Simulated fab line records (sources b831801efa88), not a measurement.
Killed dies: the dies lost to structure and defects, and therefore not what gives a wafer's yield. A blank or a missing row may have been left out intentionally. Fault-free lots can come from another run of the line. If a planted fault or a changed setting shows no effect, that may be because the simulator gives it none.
Which tool did it? :: flow gf180mcu :: 18 wafers from 6 lots sampled at 2 of the route's 602 steps

== WHAT THE GAUGES SHOWED, per wafer ==
GF_M5_OVL_MEAS_08.
lot: L750
measured: day 26 08:47
on: overlay-01
M5_OVL (nm): 5 -5 4

lot: L757
measured: day 28 20:08
on: overlay-01
M5_OVL (nm): 2 2 1

lot: L761
measured: day 30 03:59
on: overlay-02
M5_OVL (nm): 6 4 8

lot: L765
measured: day 31 11:07
on: overlay-02
M5_OVL (nm): -1 4 9

lot: L769
measured: day 31 23:56
on: overlay-01
M5_OVL (nm): 0 -9 -7

lot: L771
measured: day 32 12:31
on: overlay-02
M5_OVL (nm): 9 7 9

== TOOL THAT RAN EACH LOT (tool first, then ch and the chambers of the sampled wafers, then the start) ==
lot: L750
GF_V2_ETCH_16: rie-diel-01 ch 0,2,3, day 20 07:52

lot: L757
GF_V2_ETCH_16: rie-diel-02 ch 0,1,3, day 23 08:19

lot: L761
GF_V2_ETCH_16: rie-diel-01 ch 0,2,3, day 24 19:13

lot: L765
GF_V2_ETCH_16: rie-diel-02 ch 0,1,3, day 26 09:03

lot: L769
GF_V2_ETCH_16: rie-diel-03 ch 0,1, day 27 01:15

lot: L771
GF_V2_ETCH_16: rie-diel-02 ch 2,3, day 27 16:18
- GF_V2_ETCH_16: etches BARC in N2/H2.

== THE ANSWER, worked out from the rows above alone ==
Rule: the lots themselves supply what counts as usual. The widest of any qualifying gaps counts: lots, ordered by their means at a reading, are off when they make up no more than a third of the lots, leave a main group of 4 or more, and stand apart from it by 3 or more times the standard deviation of that group's means. Not used: any main group whose means are identical at the precision the tables above print for the reading. A lot without any number at a reading at which 4 lots or more have one is off too. The other lots that the step has rows for count as sound.
No lot is off on any of the readings shown, so nothing can be concluded from this.

== WHAT THE SIMULATOR HAD PUT IN ==
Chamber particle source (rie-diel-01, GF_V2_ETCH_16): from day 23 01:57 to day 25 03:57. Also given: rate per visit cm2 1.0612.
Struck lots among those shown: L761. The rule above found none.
